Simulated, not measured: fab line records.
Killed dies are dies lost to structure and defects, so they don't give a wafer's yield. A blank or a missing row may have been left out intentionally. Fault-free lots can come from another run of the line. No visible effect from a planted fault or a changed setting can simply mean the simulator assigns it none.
Which of the tools did it? / flow gf180mcu / 13 lots (39 wafers sampled), 1 step of a 602-step route

WHAT EACH GAUGE READ, for each wafer
GF_V3_THK_MEAS_01. Usual: for V3_CVD_00_THK the level is 598 nm and the standard deviation is 6.1.
lot=L253; measured=day 21 07:18; on=film-metro-01; V3_CVD_00_THK (nm)=593 597 598; flag=
lot=L254; measured=day 21 12:16; on=film-metro-03; V3_CVD_00_THK (nm)=607 610 614; flag=
lot=L255; measured=day 22 02:41; on=film-metro-01; V3_CVD_00_THK (nm)=601 597 598; flag=
lot=L256; measured=day 22 15:02; on=film-metro-02; V3_CVD_00_THK (nm)=598 592 595; flag=
lot=L262; measured=day 24 16:38; on=film-metro-02; V3_CVD_00_THK (nm)=598 600 593; flag=
lot=L263; measured=day 25 05:35; on=film-metro-02; V3_CVD_00_THK (nm)=602 605 599; flag=
lot=L264; measured=day 25 09:17; on=film-metro-02; V3_CVD_00_THK (nm)=592 593 588; flag=
lot=L267; measured=day 26 07:38; on=film-metro-01; V3_CVD_00_THK (nm)=602 610 604; flag=
lot=L268; measured=day 26 14:10; on=film-metro-03; V3_CVD_00_THK (nm)=595 593 600; flag=
lot=L269; measured=day 26 23:52; on=film-metro-01; V3_CVD_00_THK (nm)=600 606 608; flag=
lot=L270; measured=day 27 03:28; on=film-metro-01; V3_CVD_00_THK (nm)=592 597 591; flag=
lot=L273; measured=day 28 00:41; on=film-metro-02; V3_CVD_00_THK (nm)=605 604 602; flag=
lot=L274; measured=day 28 11:17; on=film-metro-02; V3_CVD_00_THK (nm)=602 596 601; flag=

EACH LOT AND THE TOOL THAT RAN IT (in order: tool; ch and the chambers of the sampled wafers; start)
Before these readings, the record contains no process step.

AS READ BY THE TOOLS THEMSELVES (means over the sampled wafers that have a number; for cases with no such wafer, the mark the record gives instead)
The record holds no such reading with a usual standard deviation.

THE ANSWER, worked out from the rows above alone
Rule: take the mean of a lot's wafers that have a number; if it is more than 3 standard deviations from the usual mean, the lot is off. Also off: a lot with no number at a reading for which 4 or more lots have one. All remaining lots with rows at the step are treated as sound. Order of review: gauges by route order, followed by the tools' own readings, for which a lot's mean as printed above is used. At the first step where some lot is off, the reading lying furthest off is the one used; lots without a number count as furthest.
Across all readings shown, no lot is off: no conclusion can be drawn from this.

WHAT THE SIMULATOR HAD INSERTED
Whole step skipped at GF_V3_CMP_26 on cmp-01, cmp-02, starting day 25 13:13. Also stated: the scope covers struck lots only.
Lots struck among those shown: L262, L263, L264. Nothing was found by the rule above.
